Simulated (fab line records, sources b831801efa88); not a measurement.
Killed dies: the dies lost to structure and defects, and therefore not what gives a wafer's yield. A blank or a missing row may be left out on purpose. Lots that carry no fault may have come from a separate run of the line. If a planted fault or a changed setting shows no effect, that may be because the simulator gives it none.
Struck lot and sound lot, side by side + flow sfq line + 14 steps out of a route of 325
Sound: wafers L944.1, L944.5, L944.6. Struck: wafers L946.2, L946.3, L946.6. The cause is named last.
Each step with rows lists, per side, the tool, then ch with its chambers, then its first start. Under that, the readings that differ: sound wafers + struck wafers + difference of the means + sigmas: that difference in standard deviations of wafers without a fault.
alike: readings whose means differ by less than 2 such deviations, and words and numbers that are the same on both sides. not compared: withheld readings, readings that some wafer has no value for, bounds like >300 that may hide the same value, and numbers for which the record gives no deviation and whose values overlap.
A row with sigmas, a row that says differs or no value, or rows on one side alone: a step with any of these is where the two part. When numbers do not overlap yet have no deviation, they are printed without sigmas and do not part them. Lack of a reading on every wafer of one side parts them only where that side has two or more wafers.

first, 3 steps without rows for these wafers: SFQ_TRILAYER_I7_VIA_LITHO_EXPOSE_188 (exposes mask I7, target cd 1000 nm); SFQ_TRILAYER_I7_VIA_LITHO_PEB_190 (peb time 60 s); SFQ_TRILAYER_I7_VIA_LITHO_DEVELOP_189 (time 60 s).
SFQ_I7_OVL_MEAS_947:
  sound on overlay-02 at day 81 07:19; struck on overlay-02 at day 81 13:26
  alike: I7_OVL
SFQ_TRILAYER_I7_VIA_BARC_OPEN_VIA_ETCH_260: etches BARC in O2, target depth 125 nm, time 41.7 s.
  sound on rie diel-03 ch 0,2,3, day 81 07:20; struck on rie diel-03 ch 1,2,3, day 81 13:28
  alike: drypump motor current A, oes product au
  not compared: rf hours counter h
SFQ_TRILAYER_I7_VIA_ETCH_VIA_ETCH_190: etches SiO2 in CHF3, stops on Nb, target depth 260 nm.
  sound on rie diel-03 ch 0,2,3, day 81 07:23; struck on rie diel-03 ch 1,2,3, day 81 13:31
  alike: drypump motor current A, oes product au
SFQ_TRILAYER_I7_VIA_STRIP_STRIP_191: strips in O2.
  sound on rie metal-01 ch 0,1, day 81 07:30; struck on rie metal-01 ch 0, day 81 13:37
  alike: drypump motor current A, oes product au
  not compared: rf hours counter h
then, 5 steps without rows for these wafers: SFQ_TRILAYER_I7_VIA_STRIP_SOLV_CLEAN_192 (cleans in NMP, time 600 s); SFQ_TRILAYER_M8_LITHO_LOR_COAT_197; SFQ_TRILAYER_M8_LITHO_LOR_BAKE_198; SFQ_TRILAYER_M8_LITHO_COAT_193 (resist thk 600 nm); SFQ_TRILAYER_M8_LITHO_SOFTBAKE_199.
-- the record jumps here: 4 days lie between the struck wafers' starts before and after --
SFQ_TRILAYER_M8_LITHO_EXPOSE_194: exposes mask M8, target cd 2000 nm.
  struck on krf scanner-01, day 85 14:33; sound on krf scanner-01 ch 0, day 85 09:33
  no value came back on the struck wafers for exposure dose mJ cm2, focus offset nm (nm); on the sound wafers exposure dose mJ cm2 reads 14.408 14.389 14.406
  alike: mask
then, 1 step without rows for these wafers: SFQ_TRILAYER_M8_LITHO_PEB_196 (peb time 60 s).

## WHERE THEY PART
Only at SFQ_TRILAYER_M8_LITHO_EXPOSE_194, as far as this record shows.

WHY: what the simulator had put in
At SFQ_TRILAYER_M8_LITHO_EXPOSE_194, the step was skipped entirely on krf scanner-01 from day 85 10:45 on. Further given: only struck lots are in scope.
